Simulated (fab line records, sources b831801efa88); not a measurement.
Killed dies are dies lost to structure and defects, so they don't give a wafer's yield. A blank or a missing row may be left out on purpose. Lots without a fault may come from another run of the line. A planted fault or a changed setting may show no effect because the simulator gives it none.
Problem report in the 8D (eight disciplines) form, filled by code | flow sky130 | the parts of the form that need people (team, actions taken, sign-off) are left out

1. THE PROBLEM
SONOS_ONO_CVD_04_THK at SKY_SONOS_ONO_THK_MEAS_05 reads a mean of 6.65 nm on 9 wafers of 3 lots; wafers without a fault read 5.73 nm with a standard deviation of 0.1. That is +9.2 standard deviations from the usual mean.
First seen on wafer L819.1, day 13 10:28, on film_metro-01. The record holds 36 wafers of 12 lots with a number at this step. Rule for "out", or "out of limits": more than 4 standard deviations from the usual mean. The other wafers with a number count as sound.

2. WHAT IT IS AND WHAT IT IS NOT
question                    | is                                          | is not
which readings at this step | SONOS_ONO_CVD_04_THK                        | -
which lots                  | L819, L820, L821                            | L814, L816, L830, L831, L832, L833, L834, L835, L836
which wafers of those lots  | all that have a number                      | -
read on which gauges        | film_metro-01, film_metro-02, film_metro-03 | -
when                        | from day 13 10:28                           | up to then (6 sound wafers); but 21 sound wafers of L830, L831, L832, L833, L834, L835, L836 came after

3. SUSPECTS, AND WHAT RULES EACH OUT
Counting: a tool at a process step up to the reading stays a suspect if it ran every lot that is out and no sound lot after the first of them.
- the gauge at SKY_SONOS_ONO_THK_MEAS_05: ruled out. The wafers that are out were read on 3 gauges (film_metro-01, film_metro-02, film_metro-03).
- lpcvd-03 at SKY_SONOS_ONO_CVD_04 (deposits SiO2 from SiH4/N2O, target thk 5.7199 nm): ruled out as a lasting fault. Sound lots L830, L831, L832, L833, L834, L835, L836 ran on it after its first lot that is out, L819 (day 13 09:13).
Left after counting: nothing in the record.

4. THE CAUSE (what the simulator had put in)
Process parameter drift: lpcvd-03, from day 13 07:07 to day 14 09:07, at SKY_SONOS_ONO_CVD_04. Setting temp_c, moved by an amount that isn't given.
Counting ruled it out, wrongly: the rule takes a fault to strike every lot that its tool runs from its start on, and this one did not.

5. THE CHAIN OF EFFECTS, in route order
Each row: a reading whose mean over the struck wafers that have a number lies more than 3 standard deviations from the usual. Only readings for which the record gives a usual standard deviation are gone through. hours: the time from each lot's start at the first step in this table that gives one to its start at this step, as a median over the lots. sigmas: the change in usual standard deviations.
hours | step                      | reading              | usual   | on struck wafers | change | sigmas
0     | SKY_SONOS_ONO_CVD_04      | spike_tc_bottom_C    | 917.7 C | 927.0            | +9.3   | +8.5
0     | SKY_SONOS_ONO_CVD_04      | spike_tc_centre_C    | 900.7 C | 911.4            | +10.7  | +11
0     | SKY_SONOS_ONO_CVD_04      | spike_tc_lower_C     | 898.5 C | 908.2            | +9.7   | +8.1
0     | SKY_SONOS_ONO_CVD_04      | spike_tc_top_C       | 911.6 C | 922.2            | +10.6  | +11
0     | SKY_SONOS_ONO_CVD_04      | spike_tc_upper_C     | 899.9 C | 911.0            | +11.1  | +9.2
0     | SKY_SONOS_ONO_CVD_04      | susceptor_temp_C     | 900.0 C | 910.4            | +10.4  | +25
1     | SKY_SONOS_ONO_THK_MEAS_05 | SONOS_ONO_CVD_04_THK | 5.73 nm | 6.65             | +0.92  | +9.2
The process steps in it:
- SKY_SONOS_ONO_CVD_04: deposits SiO2 from SiH4/N2O, target thk 5.7199 nm.
Later measuring or inspecting steps at which every struck wafer that the step has a row for has a number for every such reading, and none has moved that far: SKY_POLY_GATE_CD_MEAS_13.

6. WHAT WOULD HAVE CAUGHT IT SOONER
In this record the first reading out of limits at a measuring or inspecting step was taken at day 13 10:28, 3 hours after the fault began at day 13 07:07.
The tool's own readings at SKY_SONOS_ONO_CVD_04 were out on every struck wafer that the step has a row for (spike_tc_bottom_C, spike_tc_centre_C, spike_tc_lower_C, spike_tc_top_C, spike_tc_upper_C, susceptor_temp_C): an alarm limit on them would have fired on the first of those.
